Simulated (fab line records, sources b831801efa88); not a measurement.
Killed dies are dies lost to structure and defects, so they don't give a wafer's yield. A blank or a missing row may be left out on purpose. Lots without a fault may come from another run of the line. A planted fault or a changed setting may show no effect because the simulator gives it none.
A struck lot beside a sound one | flow sky130 | 44 steps out of a route of 708
Sound: wafers L640.2, L640.3, L640.6. Struck: wafer L645.1. (L645.2 of the same lot was not struck and is left out.) The cause comes at the end.
At each step with rows: each side's tool, then ch and its chambers, then its first start. Under that, the readings that differ: sound wafers | struck wafers | difference of the means | sigmas: that difference in standard deviations of wafers without a fault.
alike: readings whose means differ by less than 2 such deviations, and words and numbers that are the same on both sides. not compared: withheld readings, readings that some wafer has no value for, bounds like >300 that may hide the same value, and numbers for which the record gives no deviation and whose values overlap.
The two part at a step that has a row with sigmas, a row that says differs or no value, or rows on one side only. Numbers that don't overlap but have no deviation are shown without sigmas and don't part them. A reading that every wafer of one side lacks parts them only if that side has two wafers or more.

first, 2 steps without rows for these wafers: SKY_VIA2_CLEAN_18 (cleans in IPA, time 180 s); SKY_VIA2_CLEAN_19 (cleans in O3/DIW).
SKY_VIA2_SPUTTER_20: material TiN, target thk 20 nm, time 80 s.
  sound on pvd_sputter-03, day 38 15:46; struck on pvd_sputter-03, day 41 03:52
  alike: cathode_dc_power_W, throttle_valve_pct
then, 1 step without rows for these wafers: SKY_VIA2_CVD_21 (deposits W, target thk 420 nm, time 126.4 s).
SKY_VIA2_RS_MEAS_22: measures by four-point-probe.
  sound on film_metro-01, day 38 15:58; struck on film_metro-03, day 41 04:03
  alike: VIA2_W_RS
SKY_VIA2_THK_MEAS_23: measures by xrf.
  sound on film_metro-01, day 38 16:05; struck on film_metro-03, day 41 04:10
  alike: VIA2_W_THK
then, 1 step without rows for these wafers: SKY_VIA2_CMP_24 (polishes, stops on SiO2, t overpolish 20 s, target thk 0 nm).
SKY_METAL3_SPUTTER_00: material Ti, target thk 15 nm, time 10 s.
  sound on pvd_sputter-04, day 38 16:26; struck on pvd_sputter-03, day 41 04:32
  alike: cathode_dc_power_W, throttle_valve_pct
SKY_METAL3_SPUTTER_01: material TiN, target thk 20 nm, time 16.7 s.
  sound on pvd_sputter-04, day 38 16:27; struck on pvd_sputter-03, day 41 04:33
  alike: cathode_dc_power_W, throttle_valve_pct
then, 3 steps without rows for these wafers: SKY_METAL3_SPUTTER_02 (material AlCu, target thk 735 nm, time 39.1 s); SKY_METAL3_SPUTTER_03 (material Ti, target thk 5 nm, time 3.3 s); SKY_METAL3_SPUTTER_04 (material TiN, target thk 70 nm, time 58.3 s).
SKY_CAPM_CVD_00: deposits SiO2, target thk 15.5 nm.
  sound on pecvd-04 ch 0,2, day 38 16:35; struck on pecvd-04 ch 2, day 41 04:41
  reading                               | sound             | struck | difference | sigmas
  model.SiO2_of_CAPM_CVD_00.thk_nm (nm) | 15.27 15.34 15.68 | 22.49  | +7.06      |
  alike: heater_power_w
SKY_CAPM_THK_MEAS_01:
  sound on film_metro-04, day 38 16:37; struck on film_metro-03, day 41 04:46
  reading              | sound             | struck | difference | sigmas
  CAPM_CVD_00_THK (nm) | 15.28 15.31 15.65 | 22.50  | +7.09      | +37
SKY_CAPM_SPUTTER_02: material TiN, target thk 200 nm, time 166.7 s.
  sound on pvd_sputter-01, day 38 16:40; struck on pvd_sputter-01, day 41 04:49
  alike: cathode_dc_power_W, substrate_temp_c, throttle_valve_pct
SKY_CAPM_RS_MEAS_03: measures by four-point-probe.
  sound on film_metro-03, day 38 16:47; struck on film_metro-03, day 41 04:56
  alike: CAPM_TIN_RS
SKY_CAPM_THK_MEAS_04: measures by xrf.
  sound on film_metro-03, day 38 16:54; struck on film_metro-03, day 41 05:03
  alike: CAPM_TIN_THK
then, 7 steps without rows for these wafers: SKY_CAPM_DEHYDRATE_05 (time 60 s); SKY_CAPM_HMDS_06 (prime time 60 s); SKY_CAPM_COAT_07 (resist thk 1140 nm); SKY_CAPM_SOFTBAKE_08 (time 60 s); SKY_CAPM_EXPOSE_09 (exposes mask CAPM, target cd 1000 nm); SKY_CAPM_PEB_10; SKY_CAPM_DEVELOP_11 (develop time 60 s).
SKY_CAPM_OVL_MEAS_12:
  sound on overlay-02, day 39 17:10; struck on overlay-01, day 42 03:33
  alike: CAPM_OVL
then, 13 steps without rows for these wafers: SKY_CAPM_METAL_ETCH_13 (etches TiN in Cl2/BCl3, stops on SiO2, target depth 220 nm, time 62.9 s); SKY_CAPM_STRIP_14 (strips in O2/N2); SKY_CAPM_STRIP_15 (strips in post etch residue remover, time 1200 s); SKY_CAPM_CLEAN_16 (cleans in IPA, time 180 s); SKY_CAPM_CLEAN_17 (cleans in O3/DIW); SKY_METAL3_DEHYDRATE_05 (time 60 s); SKY_METAL3_HMDS_06 (prime time 60 s); SKY_METAL3_COAT_07 (resist thk 60 nm); SKY_METAL3_COAT_08 (resist thk 1140 nm); SKY_METAL3_SOFTBAKE_09 (time 90 s); SKY_METAL3_EXPOSE_10 (exposes mask MM3, target cd 300 nm); SKY_METAL3_PEB_11; SKY_METAL3_DEVELOP_12 (develop time 60 s).
SKY_METAL3_CD_MEAS_13: target cd 300 nm.
  sound on cd_sem-01, day 40 17:49; struck on cd_sem-02, day 43 02:54
  reading    | sound             | struck | difference | sigmas
  cd_nm (nm) | 296.5 298.6 297.4 | 300.9  | +3.4       | +2
SKY_METAL3_OVL_MEAS_14:
  sound on overlay-02, day 40 17:56; struck on overlay-02, day 43 03:01
  alike: METAL3_OVL
then, 1 step without rows for these wafers: SKY_METAL3_DESCUM_15 (chemistry O2, time 8 s).
SKY_METAL3_ETCH_16: etches BARC in N2/H2, stops on SiO2, time 88.2 s, target depth 60 nm.
  sound on rie_metal-02 ch 0,1, day 40 17:59; struck on rie_metal-04 ch 1, day 43 03:05
  reading               | sound             | struck | difference | sigmas
  oes_product_au (a.u.) | 0.623 0.615 0.627 | 0.634  | +0.012     | +3
  alike: drypump_motor_current_A, throttle_valve_pct
  not compared: rf_hours_counter_h
SKY_METAL3_ETCH_17: etches SiO2 in C4F8/O2/Ar, stops on TiN, time 3.9 s, target depth 15 nm.
  sound on rie_diel-02 ch 0,2, day 40 18:05; struck on rie_diel-03 ch 1, day 43 03:11
  reading                  | sound             | struck | difference | sigmas
  oes_product_au (a.u.)    | 0.752 0.750 0.757 | 0.926  | +0.173     | +27
  model.etch.depth_nm (nm) | 15.27 15.34 15.68 | 22.49  | +7.06      |
  not compared: rf_hours_counter_h
-- the record jumps here: 6 days lie between the struck wafers' starts before and after (it left off in module METAL3 and takes up again in module PAD_OPEN, whose first step shown is number 708 of the route) --
SKY_PAD_OPEN_PROBE_99:
  sound on prober-01, day 47 14:25; struck on prober-02, day 49 13:01
  reading                              | sound                | struck | difference | sigmas
  model.etest.cap_mim.bv_v (V)         | 13.81 13.68 13.86    | 20.61  | +6.83      |
  model.etest.cap_mim.leak_log10_a_cm2 | -8.908 -8.831 -8.924 | -10.25 | -1.36      |
  model.etest.cap_mim.c_ff_um2         | 2.38 2.359 2.337     | 1.618  | -0.741     |

WHERE THEY PART
First at SKY_CAPM_THK_MEAS_01; last, within this record, at SKY_METAL3_ETCH_17.

WHY: what the simulator had put in
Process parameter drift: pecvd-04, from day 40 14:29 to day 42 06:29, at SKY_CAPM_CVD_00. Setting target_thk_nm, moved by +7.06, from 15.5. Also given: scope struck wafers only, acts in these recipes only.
